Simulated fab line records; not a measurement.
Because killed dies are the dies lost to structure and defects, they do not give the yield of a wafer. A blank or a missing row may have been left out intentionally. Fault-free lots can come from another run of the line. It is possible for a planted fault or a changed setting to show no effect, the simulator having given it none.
The tool behind it: which one?    flow gf180mcu    Sampling: 12 lots, 36 wafers, 7 of 602 route steps

== WHAT THE GAUGES SHOWED, per wafer ==
GF_CONTACT_RS_MEAS_25: uses a four-point probe to measure. Usual: CONTACT_W_RS 0.383 ohm/sq, standard deviation 0.004.
lot   measured      on             CONTACT_W_RS (ohm/sq)  flag
L659  day 16 02:25  film metro-03  0.387 0.390 0.392      
L661  day 16 18:54  film metro-03  0.386 0.390 0.388      
L664  day 17 23:17  film metro-04  0.380 0.540 0.546      OFF
L665  day 18 06:41  film metro-04  0.386 0.381 0.543      OFF
L672  day 21 01:26  film metro-03  0.383 0.385 0.382      
L673  day 21 10:15  film metro-01  0.380 0.380 0.376      
L674  day 21 17:41  film metro-03  0.382 0.378 0.383      
L675  day 21 23:46  film metro-04  0.382 0.381 0.387      
L676  day 22 08:07  film metro-01  0.376 0.382 0.377      
L677  day 22 17:19  film metro-01  0.378 0.380 0.377      
L680  day 23 14:37  film metro-01  0.382 0.391 0.386      
L682  day 24 09:50  film metro-03  0.381 0.386 0.384      

GF_CONTACT_THK_MEAS_26: measures by xrf. Usual: CONTACT_W_THK 292 nm, standard deviation 3.5.
lot   measured      on             CONTACT_W_THK (nm)  flag
L659  day 16 02:31  film metro-03  291 290 288         
L661  day 16 19:01  film metro-03  293 289 291         
L664  day 17 23:25  film metro-04  294 208 206         OFF
L665  day 18 06:48  film metro-04  284 290 205         OFF
L672  day 21 01:32  film metro-03  293 291 292         
L673  day 21 10:22  film metro-01  293 293 295         
L674  day 21 17:49  film metro-03  293 296 292         
L675  day 21 23:53  film metro-04  291 291 288         
L676  day 22 08:13  film metro-01  299 296 298         
L677  day 22 17:26  film metro-01  298 296 299         
L680  day 23 14:44  film metro-01  293 284 289         
L682  day 24 09:58  film metro-03  291 289 290         

GF_V5_OVL_MEAS_15. Usual: V5_OVL -1 nm, standard deviation 5.5.
lot   measured      on          V5_OVL (nm)  flag
L659  day 27 04:50  overlay-02  9 3 4        
L661  day 27 20:20  overlay-01  1 -2 4       
L664  day 28 20:17  overlay-01  -5 -5 0      
L665  day 29 01:11  overlay-02  -11 -4 -5    
L672  day 31 06:14  overlay-01  -5 0 -8      
L673  day 31 10:34  overlay-02  -4 -1 -10    
L674  day 31 17:56  overlay-01  -11 -4 -7    
L675  day 31 21:34  overlay-01  5 4 -2       
L676  day 32 04:33  overlay-01  -2 1 0       
L677  day 32 10:17  overlay-02  7 0 10       
L680  day 33 06:34  overlay-02  2 1 -4       
L682  day 33 17:07  overlay-02  -2 -6 0      

== EACH LOT AND THE TOOL THAT RAN IT (in order: tool; ch and the chambers of the sampled wafers; start) ==
lot   GF_CONTACT_CVD_24              GF_CONTACT_CMP_27              GF_V1_ETCH_17                                  GF_MIM_SPUTTER_03
L659  cvd w-02 ch 0,1, day 16 02:17  cmp-01 ch 2,3, day 16 02:34    rie diel-02 ch 0,2,3, day 24 11:03 or earlier  pvd sputter-03, day 24 11:03
L661  cvd w-02 ch 0, day 16 18:47    cmp-01 ch 0,1,2, day 16 19:07  rie diel-04 ch 0,1,3, day 25 02:44 or earlier  pvd sputter-01, day 25 02:44
L664  cvd w-02 ch 0,1, day 17 23:11  cmp-02 ch 0,1,3, day 17 23:56  rie diel-04 ch 2,3, day 26 07:11 or earlier    pvd sputter-03, day 26 07:11
L665  cvd w-02 ch 0,1, day 18 06:35  cmp-01 ch 0,1, day 18 06:52    rie diel-04 ch 0,3, day 26 12:20 or earlier    pvd sputter-01, day 26 12:20
L672  cvd w-01 ch 0,1, day 21 01:20  cmp-02 ch 1,2,3, day 21 01:37  rie diel-02 ch 0,2, day 28 21:05 or earlier    pvd sputter-01, day 28 21:05
L673  cvd w-02 ch 0,1, day 21 10:09  cmp-02 ch 0,2,3, day 21 10:26  rie diel-02 ch 0,1,3, day 29 01:08 or earlier  pvd sputter-03, day 29 01:08
L674  cvd w-02 ch 0,1, day 21 17:35  cmp-01 ch 1,2,3, day 21 17:55  rie diel-03 ch 0,1,3, day 29 09:05 or earlier  pvd sputter-04, day 29 09:05
L675  cvd w-02 ch 0,1, day 21 23:40  cmp-01 ch 0,2,3, day 21 23:57  rie diel-04 ch 1,2,3, day 29 13:24 or earlier  pvd sputter-03, day 29 13:24
L676  cvd w-02 ch 1, day 22 07:56    cmp-02 ch 0,1,3, day 22 08:18  rie diel-02 ch 2,3, day 29 22:20 or earlier    pvd sputter-04, day 29 22:20
L677  cvd w-01 ch 1, day 22 17:13    cmp-02 ch 0,2,3, day 22 17:30  rie diel-03 ch 0,1,2, day 30 04:14 or earlier  pvd sputter-04, day 30 04:14
L680  cvd w-02 ch 0,1, day 23 14:31  cmp-02 ch 0,1,3, day 23 14:51  rie diel-02 ch 0,1,3, day 31 02:32 or earlier  pvd sputter-01, day 31 02:32
L682  cvd w-02 ch 0,1, day 24 09:44  cmp-01 ch 0,1,2, day 24 10:01  rie diel-02 ch 1,2, day 31 13:56 or earlier    pvd sputter-04, day 31 13:56
- GF_CONTACT_CVD_24: deposits W, target thk 300 nm, time 90.339 s.
- GF_CONTACT_CMP_27: polishes, stops on SiO2, t overpolish 15 s, target thk 0 nm.
- GF_V1_ETCH_17: etches SiO2 in C4F8/O2/Ar, stops on TiN, target depth 630 nm.
- GF_MIM_SPUTTER_03: material Ti, target thk 10 nm, time 6.7 s.

== AS READ BY THE TOOLS THEMSELVES (means over the sampled wafers that have a number; for cases with no such wafer, the mark the record gives instead) ==
GF_CONTACT_CVD_24. Usual: heater power w 872 W, standard deviation 56.
lot   tool      heater power w (W)  flag
L659  cvd w-02  848                 
L661  cvd w-02  843                 
L664  cvd w-02  807                 
L665  cvd w-02  815                 
L672  cvd w-01  930                 
L673  cvd w-02  804                 
L674  cvd w-02  822                 
L675  cvd w-02  817                 
L676  cvd w-02  841                 
L677  cvd w-01  927                 
L680  cvd w-02  827                 
L682  cvd w-02  848                 

GF_CONTACT_CMP_27. Usual: edge zone pressure frac 1.001, standard deviation 0.0051; motor current A 10.8 A, standard deviation 1.2; slurry filter dp kPa 13.50 kPa, standard deviation 0.12; time to endpoint s 72.8 s, standard deviation 2.7.
lot   tool    edge zone pressure frac  motor current A (A)  slurry filter dp kPa (kPa)  time to endpoint s (s)  flag
L659  cmp-01  1.006                    9.5                  13.51                       72.0                    
L661  cmp-01  0.998                    11.5                 13.47                       72.7                    
L664  cmp-02  0.998                    10.1                 13.52                       59.3                    OFF
L665  cmp-01  0.999                    11.7                 13.54                       64.4                    OFF
L672  cmp-02  1.000                    10.6                 13.47                       73.9                    
L673  cmp-02  1.000                    10.7                 13.35                       73.3                    
L674  cmp-01  0.996                    10.1                 13.59                       73.7                    
L675  cmp-01  1.004                    11.5                 13.55                       70.5                    
L676  cmp-02  1.004                    10.4                 13.51                       74.4                    
L677  cmp-02  0.998                    11.0                 13.46                       72.1                    
L680  cmp-02  0.995                    9.8                  13.36                       72.3                    
L682  cmp-01  1.005                    11.6                 13.42                       72.3                    

GF_V1_ETCH_17. Usual: oes product au 0.856 a.u., standard deviation 0.0049.
lot   tool         oes product au (a.u.)  flag
L659  rie diel-02  0.859                  
L661  rie diel-04  0.862                  
L664  rie diel-04  0.853                  
L665  rie diel-04  0.855                  
L672  rie diel-02  0.854                  
L673  rie diel-02  0.857                  
L674  rie diel-03  0.856                  
L675  rie diel-04  0.854                  
L676  rie diel-02  0.857                  
L677  rie diel-03  0.856                  
L680  rie diel-02  0.852                  
L682  rie diel-02  0.858                  

GF_MIM_SPUTTER_03. Usual: throttle valve pct 30.1 %, standard deviation 0.89.
lot   tool            throttle valve pct (%)  flag
L659  pvd sputter-03  29.8                    
L661  pvd sputter-01  30.5                    
L664  pvd sputter-03  30.2                    
L665  pvd sputter-01  30.2                    
L672  pvd sputter-01  30.6                    
L673  pvd sputter-03  30.3                    
L674  pvd sputter-04  30.2                    
L675  pvd sputter-03  29.4                    
L676  pvd sputter-04  30.8                    
L677  pvd sputter-04  30.4                    
L680  pvd sputter-01  30.9                    
L682  pvd sputter-04  30.2                    

== THE ANSWER, worked out from the rows above alone ==
Rule: take the mean of a lot's wafers that have a number; if it is more than 3 standard deviations from the usual mean, the lot is off. Also off: a lot with no number at a reading for which 4 or more lots have one. All remaining lots with rows at the step are treated as sound. The gauges are gone through in route order, then the tools' own readings, and for those a lot's mean is taken as printed above. At the first step where some lot is off, the reading lying furthest off is the one used; lots without a number count as furthest.
Off: at GF_CONTACT_RS_MEAS_25 (CONTACT_W_RS), L664, L665.
If a tool, at a process step before that reading, ran all the lots that are off and no sound lot after the first of them, it fits. The gauges at GF_CONTACT_RS_MEAS_25 aren't tried: what is off there is off at GF_CONTACT_CMP_27 too, on other tools, and a gauge's error can't cause that. Of those tried, none fits.

== WHAT THE SIMULATOR PUT IN ==
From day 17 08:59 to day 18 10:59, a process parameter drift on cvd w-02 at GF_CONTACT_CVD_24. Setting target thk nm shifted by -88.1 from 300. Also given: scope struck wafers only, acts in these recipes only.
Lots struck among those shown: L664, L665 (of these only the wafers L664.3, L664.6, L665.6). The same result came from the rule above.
